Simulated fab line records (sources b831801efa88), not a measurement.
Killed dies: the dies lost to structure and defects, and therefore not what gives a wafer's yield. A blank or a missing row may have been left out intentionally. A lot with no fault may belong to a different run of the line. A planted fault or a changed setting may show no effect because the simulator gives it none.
Which tool is to blame? + flow gf180mcu + 36 wafers from 12 lots sampled at 5 of the route's 602 steps

WHAT THE GAUGES SHOWED, per wafer
GF_V3_CD_MEAS_14 targets a cd of 260 nm.
| lot  | measured     | on       | cdNm (nm)                           |
|------|--------------|----------|-------------------------------------|
| L116 | day 22 15:13 | cdSem-01 | 261.6 261.8 261.6                   |
| L117 | day 22 17:58 | cdSem-02 | 258.8 260.0 259.1                   |
| L118 | day 23 03:19 | cdSem-02 | 261.7 260.1 260.3                   |
| L119 | day 23 20:46 | cdSem-01 | 259.6 259.0 260.4                   |
| L120 | day 24 01:50 | cdSem-01 | 259.2 260.8 260.2                   |
| L121 | day 24 13:33 | cdSem-01 | 261.3 260.8 259.7                   |
| L124 | day 25 02:02 | cdSem-01 | 258.7 258.4 260.6                   |
| L127 | day 26 09:51 | cdSem-02 | 254.6 255.0 253.1 254.7 254.7 252.8 |
| L128 | day 26 10:52 | cdSem-02 | 256.6 256.5 257.1                   |
| L132 | day 27 17:13 | cdSem-01 | 259.1 259.4 259.8                   |
| L137 | day 29 07:05 | cdSem-02 | 260.4 259.2 258.8                   |
| L138 | day 29 08:13 | cdSem-01 | 260.1 261.5 260.6                   |

GF_V3_RS_MEAS_24: measures by four-point-probe.
| lot  | measured     | on           | V3_W_RS (ohm/sq)  |
|------|--------------|--------------|-------------------|
| L116 | day 22 16:16 | filmMetro-03 | 0.324 0.327 0.329 |
| L117 | day 22 18:59 | filmMetro-03 | 0.326 0.327 0.330 |
| L118 | day 23 04:21 | filmMetro-02 | 0.336 0.338 0.333 |
| L119 | day 23 22:13 | filmMetro-03 | 0.330 0.321 0.324 |
| L120 | day 24 02:52 | filmMetro-02 | 0.319 0.324 0.321 |
| L121 | day 24 14:37 | filmMetro-02 | 0.330 0.331 0.320 |
| L124 | day 25 03:04 | filmMetro-04 | 0.334 0.333 0.327 |
| L127 | day 26 18:07 | filmMetro-04 | 0.328 0.332 0.318 |
| L128 | day 26 11:54 | filmMetro-03 | 0.320 0.325 0.326 |
| L132 | day 27 18:16 | filmMetro-02 | 0.326 0.331 0.320 |
| L137 | day 29 08:07 | filmMetro-03 | 0.331 0.328 0.327 |
| L138 | day 29 09:19 | filmMetro-02 | 0.325 0.326 0.330 |

WHAT TOOL EACH LOT RAN ON (gives the tool, then ch and the chambers of the sampled wafers, and finally the start)
| lot  | GF_V2_SPUTTER_22            | GF_M3_SPUTTER_04            | GF_V3_EXPOSE_11                  |
|------|-----------------------------|-----------------------------|----------------------------------|
| L116 | pvdSputter-02, day 20 12:26 | pvdSputter-02, day 20 14:05 | krfScanner-02 ch 0, day 22 03:41 |
| L117 | pvdSputter-02, day 20 16:18 | pvdSputter-03, day 20 17:17 | krfScanner-02 ch 0, day 22 06:28 |
| L118 | pvdSputter-03, day 21 02:21 | pvdSputter-04, day 21 03:10 | krfScanner-02 ch 0, day 22 15:56 |
| L119 | pvdSputter-03, day 21 20:24 | pvdSputter-02, day 21 21:13 | krfScanner-01 ch 0, day 23 09:49 |
| L120 | pvdSputter-03, day 22 02:42 | pvdSputter-04, day 22 03:31 | krfScanner-01 ch 0, day 23 14:50 |
| L121 | pvdSputter-03, day 22 13:48 | pvdSputter-04, day 22 14:37 | krfScanner-02 ch 0, day 24 02:44 |
| L124 | pvdSputter-03, day 23 03:46 | pvdSputter-02, day 23 04:35 | krfScanner-02 ch 0, day 24 15:34 |
| L127 | pvdSputter-03, day 24 13:00 | pvdSputter-02, day 24 13:49 | krfScanner-01 ch 0, day 25 23:37 |
| L128 | pvdSputter-01, day 24 15:06 | pvdSputter-04, day 24 15:55 | krfScanner-01 ch 0, day 26 01:17 |
| L132 | pvdSputter-01, day 25 23:11 | pvdSputter-04, day 26 00:00 | krfScanner-02 ch 0, day 27 07:48 |
| L137 | pvdSputter-01, day 27 12:52 | pvdSputter-02, day 27 13:42 | krfScanner-02 ch 0, day 28 20:58 |
| L138 | pvdSputter-01, day 27 14:44 | pvdSputter-03, day 27 15:32 | krfScanner-02 ch 0, day 28 22:47 |
- GF_V2_SPUTTER_22: material TiN, target thk 10 nm, time 40 s.
- GF_M3_SPUTTER_04: material TiN, target thk 50 nm, time 41.7 s.
- GF_V3_EXPOSE_11: exposes mask Via3, target cd 260 nm.

WHAT THE TOOLS THEMSELVES READ (means of the sampled wafers that have a number; where no wafer has one, the mark that the record gives instead)
GF_V2_SPUTTER_22.
| lot  | tool          | chamberPressurePa (Pa) | throttleValvePct (%) |
|------|---------------|------------------------|----------------------|
| L116 | pvdSputter-02 | 4.994                  | 30.4                 |
| L117 | pvdSputter-02 | 4.993                  | 29.7                 |
| L118 | pvdSputter-03 | 4.998                  | 30.1                 |
| L119 | pvdSputter-03 | 5.012                  | 29.5                 |
| L120 | pvdSputter-03 | 4.997                  | 30.0                 |
| L121 | pvdSputter-03 | 5.000                  | 30.2                 |
| L124 | pvdSputter-03 | 4.993                  | 29.8                 |
| L127 | pvdSputter-03 | 4.993                  | 30.1                 |
| L128 | pvdSputter-01 | 4.983                  | 29.6                 |
| L132 | pvdSputter-01 | 4.995                  | 29.4                 |
| L137 | pvdSputter-01 | 4.994                  | 29.4                 |
| L138 | pvdSputter-01 | 5.003                  | 29.7                 |

GF_M3_SPUTTER_04.
| lot  | tool          | chamberPressurePa (Pa) | throttleValvePct (%) |
|------|---------------|------------------------|----------------------|
| L116 | pvdSputter-02 | 0.4001                 | 30.8                 |
| L117 | pvdSputter-03 | 0.4001                 | 29.5                 |
| L118 | pvdSputter-04 | 0.4004                 | 29.3                 |
| L119 | pvdSputter-02 | 0.3998                 | 30.0                 |
| L120 | pvdSputter-04 | 0.3990                 | 28.5                 |
| L121 | pvdSputter-04 | 0.4007                 | 29.2                 |
| L124 | pvdSputter-02 | 0.3994                 | 30.0                 |
| L127 | pvdSputter-02 | 0.4000                 | 29.3                 |
| L128 | pvdSputter-04 | 0.3999                 | 30.0                 |
| L132 | pvdSputter-04 | 0.4004                 | 30.8                 |
| L137 | pvdSputter-02 | 0.3997                 | 30.0                 |
| L138 | pvdSputter-03 | 0.4000                 | 30.1                 |

GF_V3_EXPOSE_11.
| lot  | tool          | exposureDoseMJCm2 | reticleTempC (C) |
|------|---------------|-------------------|------------------|
| L116 | krfScanner-02 | 37.97             | 22.96            |
| L117 | krfScanner-02 | 37.96             | 22.92            |
| L118 | krfScanner-02 | 37.98             | 23.05            |
| L119 | krfScanner-01 | 37.93             | 22.90            |
| L120 | krfScanner-01 | 37.97             | 23.02            |
| L121 | krfScanner-02 | 37.97             | 22.97            |
| L124 | krfScanner-02 | 37.99             | 22.94            |
| L127 | krfScanner-01 | 37.04             | 23.04            |
| L128 | krfScanner-01 | 37.00             | 22.99            |
| L132 | krfScanner-02 | 37.99             | 23.01            |
| L137 | krfScanner-02 | 37.96             | 23.01            |
| L138 | krfScanner-02 | 37.94             | 23.06            |

THE ANSWER, worked out from the rows above alone
Rule: usual is defined by the lots themselves. Put in order of their means at a reading, lots are off if they are a third of the lots or fewer, leave a main group of 4 or more, and stand apart from it by a gap of 3 or more times the standard deviation of the main group's means; of several such gaps the widest counts. If all means in a main group match to the digits the tables above print for the reading, that group is not used. Also off: a lot with no number at a reading for which 4 or more lots have one. The other lots that the step has rows for count as sound. After the gauges, taken in route order, come the tools' own readings; for these a lot's mean is taken, as printed above. At the first step where some lot is off, the reading lying furthest off is the one used; lots without a number count as furthest.
Off: L127, L128 (GF_V3_CD_MEAS_14, cdNm). The main group has a mean of 260.1 nm with a standard deviation of 0.77.
A tool fits if, at a process step before that reading, it ran every lot that is off, and no sound lot after the first of them. Not tried: the gauges at GF_V3_CD_MEAS_14; whatever is off there is also off at GF_V3_EXPOSE_11, on other tools, and gauge error can't account for it. One fits: krfScanner-01 at GF_V3_EXPOSE_11. A fault onset in the window from L120 (day 23 14:50, its last sound lot) to L127 (day 25 23:37, its first lot off) fits.
On the lots that are off, the tool's own readings at GF_V3_EXPOSE_11 differ by more than 5 times the standard deviation of the sound lots' means, which bears it out; exposureDoseMJCm2 reads 37.02 there versus 37.97 on the sound lots.

WHAT THE SIMULATOR PUT IN
Drift in process parameters on krfScanner-01 at GF_V3_EXPOSE_11, starting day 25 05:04. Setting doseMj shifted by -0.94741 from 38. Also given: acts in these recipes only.
Struck lots among those shown: L127, L128. The rule above reached the same finding.
